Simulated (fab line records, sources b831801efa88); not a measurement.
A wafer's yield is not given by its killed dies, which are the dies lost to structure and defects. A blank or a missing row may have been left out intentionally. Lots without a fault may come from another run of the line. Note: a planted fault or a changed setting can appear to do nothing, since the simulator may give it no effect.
Which tool did it? | flow gf180mcu | at 1 step of a route of 602, 13 lots with 39 wafers sampled

## WHAT THE GAUGES READ, wafer by wafer
GF_HV_LDD_TW_MEAS_50.
lot  | measured     | on            | HV_LDD_4_TW
L104 | day 12 09:15 | film-metro-02 | 567 569 569
L105 | day 12 13:51 | film-metro-02 | 572 569 565
L106 | day 13 01:33 | film-metro-04 | 567 566 563
L107 | day 13 09:49 | film-metro-03 | 570 572 572
L108 | day 13 19:53 | film-metro-03 | 572 570 570
L109 | day 14 01:57 | film-metro-03 | 572 575 574
L117 | day 16 22:19 | film-metro-04 | 558 556 559
L119 | day 17 09:14 | film-metro-03 | 572 571 572
L120 | day 17 18:08 | film-metro-02 | 566 567 565
L123 | day 18 16:46 | film-metro-03 | 573 571 572
L124 | day 19 02:02 | film-metro-02 | 571 571 570
L126 | day 19 21:48 | film-metro-04 | 560 559 564
L127 | day 20 02:35 | film-metro-02 | 570 571 572

## TOOL THAT RAN EACH LOT (tool first, then ch and the chambers of the sampled wafers, then the start)
The record holds no process step before these readings.

## WHAT THE TOOLS THEMSELVES READ (means of the sampled wafers that have a number; where no wafer has one, the mark that the record gives instead)
The record holds no such reading with a usual standard deviation.

## THE ANSWER, worked out from the rows above alone
Rule: the usual values come from the lots themselves. The widest of any qualifying gaps counts: lots, ordered by their means at a reading, are off when they make up no more than a third of the lots, leave a main group of 4 or more, and stand apart from it by 3 or more times the standard deviation of that group's means. Not used: any main group whose means are identical at the precision the tables above print for the reading. Also off: a lot with no number at a reading for which 4 or more lots have one. All remaining lots with rows at the step are treated as sound. The gauges are gone through in route order, then the tools' own readings, and for those a lot's mean is taken as printed above. At the first step where some lot is off, the reading lying furthest off is the one used; lots without a number count as furthest.
No lot is off on any of the readings shown, so nothing can be concluded from this.

## WHAT THE SIMULATOR HAD PUT IN
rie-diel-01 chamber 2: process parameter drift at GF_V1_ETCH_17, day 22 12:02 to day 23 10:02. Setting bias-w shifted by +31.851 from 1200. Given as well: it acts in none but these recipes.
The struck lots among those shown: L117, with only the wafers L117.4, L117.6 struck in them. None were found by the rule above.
